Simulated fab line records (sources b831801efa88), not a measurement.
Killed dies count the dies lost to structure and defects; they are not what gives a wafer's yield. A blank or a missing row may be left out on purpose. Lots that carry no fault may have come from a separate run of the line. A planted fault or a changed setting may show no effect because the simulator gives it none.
Problem report in the 8D (eight disciplines) form, filled by code    flow sky130    the parts of the form that need people (team, actions taken, sign-off) are left out

1. THE PROBLEM
Mean of dose_ions_cm2 at SKY_LDD_LDN_IMPLANT_11: 7.46e+12 across 6 wafers in 2 lots; on wafers with no fault it is 1.25e+13 (standard deviation 1.2e+10). So: -99 or more standard deviations from the usual mean.
First observed at day 29 05:34: wafer L324.1, on implanter-01. The record holds 39 wafers of 13 lots with a number at this step. The rule behind "out" and "out of limits": a value lying over 4 standard deviations away from the usual mean. Any other wafer with a number is counted as sound.

2. WHAT IT IS, AND WHAT IT ISN'T
question                     is                                 is not
which readings at this step  dose_ions_cm2, faraday_current_uA  -
which lots                   L324, L327                         L306, L309, L311, L312, L314, L316, L318, L319, L320, L325, L329
which wafers of those lots   all that have a number             -
read on which tools          implanter-01                       implanter-03, implanter-04
when                         from day 29 05:34                  up to then (27 sound wafers); but 6 sound wafers of L325, L329 came after

3. THE SUSPECTS, EACH WITH WHAT RULES IT OUT
Counting: a tool stays on the suspect list if, at a process step up to the reading, it processed all lots that are out and no sound lot following the first of them.
- implanter-01 at SKY_LDD_LDN_IMPLANT_11: kept. It processed each lot that is out, first L324 at day 29 05:34, and no sound lot thereafter; up to then, the last sound lot it processed was L319 at day 27 12:30. Its own dose_ions_cm2, faraday_current_uA readings are out on those wafers.
The count leaves implanter-01 at SKY_LDD_LDN_IMPLANT_11.

4. THE CAUSE (what the simulator had put in)
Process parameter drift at SKY_LDD_LDN_IMPLANT_11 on implanter-01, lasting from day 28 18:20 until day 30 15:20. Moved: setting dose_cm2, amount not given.
After counting, this tool was the only one left.

5. THE CHAIN OF EFFECTS, in route order
Each row: a reading where the mean over the struck wafers with a number is more than 3 standard deviations away from the usual. Readings are gone through only where the record gives a usual standard deviation; hours: the median, over the lots, of the time from a lot's start at the first step in this table giving one to that lot's start at this step; sigmas: the change measured in usual standard deviations.
hours  step                    reading             usual     on struck wafers  change     sigmas
0      SKY_LDD_LDN_IMPLANT_11  dose_ions_cm2       1.25e+13  7.46e+12          -5.04e+12  -99 or more
0      SKY_LDD_LDN_IMPLANT_11  faraday_current_uA  70.4      42.1              -28.3      -20
Its process steps:
- SKY_LDD_LDN_IMPLANT_11
At these later measuring or inspecting steps, every struck wafer for which the step has a row has a number for every such reading, and none has moved that far: SKY_POLY_CUT_OVL_MEAS_09, SKY_SD_P_CD_MEAS_07.

6. HOW IT WOULD HAVE BEEN CAUGHT EARLIER
In this record no reading fell out of limits until day 29 05:34, 11 hours after the fault had begun at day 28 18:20.
